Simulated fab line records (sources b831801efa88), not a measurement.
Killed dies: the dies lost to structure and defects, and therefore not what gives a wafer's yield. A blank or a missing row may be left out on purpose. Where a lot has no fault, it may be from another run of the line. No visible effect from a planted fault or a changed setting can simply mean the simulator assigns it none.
Which tool was responsible? / flow sky130 / 11 lots, 33 wafers sampled, at 2 steps of a route of 708

## WHAT THE GAUGES READ, wafer by wafer
SKY_LI_CONTACT_OVL_MEAS_13.
lot=L923; measured=day 30 19:47; on=overlay-01; LI_CONTACT_OVL (nm)=1 5 -3
lot=L925; measured=day 30 21:17; on=overlay-01; LI_CONTACT_OVL (nm)=-2 -6 2
lot=L927; measured=day 31 09:44; on=overlay-02; LI_CONTACT_OVL (nm)=8 7 9
lot=L935; measured=day 34 01:31; on=overlay-02; LI_CONTACT_OVL (nm)=4 9 1
lot=L936; measured=day 34 08:46; on=overlay-02; LI_CONTACT_OVL (nm)=2 2 4
lot=L938; measured=day 34 13:19; on=overlay-02; LI_CONTACT_OVL (nm)=-7 -7 -9
lot=L939; measured=day 34 22:19; on=overlay-02; LI_CONTACT_OVL (nm)=4 7 2
lot=L941; measured=day 35 14:25; on=overlay-02; LI_CONTACT_OVL (nm)=4 5 4
lot=L942; measured=day 35 16:23; on=overlay-01; LI_CONTACT_OVL (nm)=1 4 7
lot=L944; measured=day 35 23:50; on=overlay-02; LI_CONTACT_OVL (nm)=-5 -6 -2
lot=L943; measured=day 36 03:37; on=overlay-01; LI_CONTACT_OVL (nm)=0 4 4

SKY_METAL1_RS_MEAS_05: uses a four-point probe to measure.
lot=L923; measured=day 33 06:54; on=film_metro-01; METAL1_ALCU_RS (ohm/sq)=0.1272 0.1280 0.1280
lot=L925; measured=day 33 08:20; on=film_metro-01; METAL1_ALCU_RS (ohm/sq)=0.1260 0.1271 0.1261
lot=L927; measured=day 33 20:05; on=film_metro-01; METAL1_ALCU_RS (ohm/sq)=0.1264 0.1255 0.1255
lot=L935; measured=day 36 10:41; on=film_metro-03; METAL1_ALCU_RS (ohm/sq)=0.1252 0.1247 0.1249
lot=L936; measured=day 36 17:35; on=film_metro-03; METAL1_ALCU_RS (ohm/sq)=0.1261 0.1248 0.1256
lot=L938; measured=day 36 22:47; on=film_metro-04; METAL1_ALCU_RS (ohm/sq)=0.1258 0.1264 0.1261
lot=L939; measured=day 37 07:05; on=film_metro-04; METAL1_ALCU_RS (ohm/sq)=0.1274 0.1289 0.1282
lot=L941; measured=day 37 22:37; on=film_metro-03; METAL1_ALCU_RS (ohm/sq)=0.1245 0.1242 0.1244
lot=L942; measured=day 38 00:42; on=film_metro-04; METAL1_ALCU_RS (ohm/sq)=0.1268 0.1262 0.1254
lot=L944; measured=day 38 08:22; on=film_metro-01; METAL1_ALCU_RS (ohm/sq)=0.1250 0.1259 0.1238
lot=L943; measured=day 38 14:55; on=film_metro-01; METAL1_ALCU_RS (ohm/sq)=0.1252 0.1254 0.1253

## EACH LOT AND THE TOOL THAT RAN IT (in order: tool; ch and the chambers of the sampled wafers; start)
The record holds no process step before these readings.

## WHAT THE TOOLS THEMSELVES READ (means of the sampled wafers that have a number; where no wafer has one, the mark that the record gives instead)
The record holds no such reading with a usual standard deviation.

## THE ANSWER, worked out from the rows above alone
Rule: the lots themselves supply what counts as usual. The widest of any qualifying gaps counts: lots, ordered by their means at a reading, are off when they make up no more than a third of the lots, leave a main group of 4 or more, and stand apart from it by 3 or more times the standard deviation of that group's means. A main group whose means are all the same, to the digits that the tables above print for the reading, isn't used. Also off: a lot with no number at a reading for which 4 or more lots have one. Any other lot the step has rows for is counted as sound. First the gauges in route order, then the tools' own readings, where a lot's mean is used as printed above. The first step at which some lot is off is used, and at that step the reading that is off furthest; a lot without a number counts as furthest.
Nothing can be told from this: no lot is off at any reading shown.

## WHAT WAS PUT IN BY THE SIMULATOR
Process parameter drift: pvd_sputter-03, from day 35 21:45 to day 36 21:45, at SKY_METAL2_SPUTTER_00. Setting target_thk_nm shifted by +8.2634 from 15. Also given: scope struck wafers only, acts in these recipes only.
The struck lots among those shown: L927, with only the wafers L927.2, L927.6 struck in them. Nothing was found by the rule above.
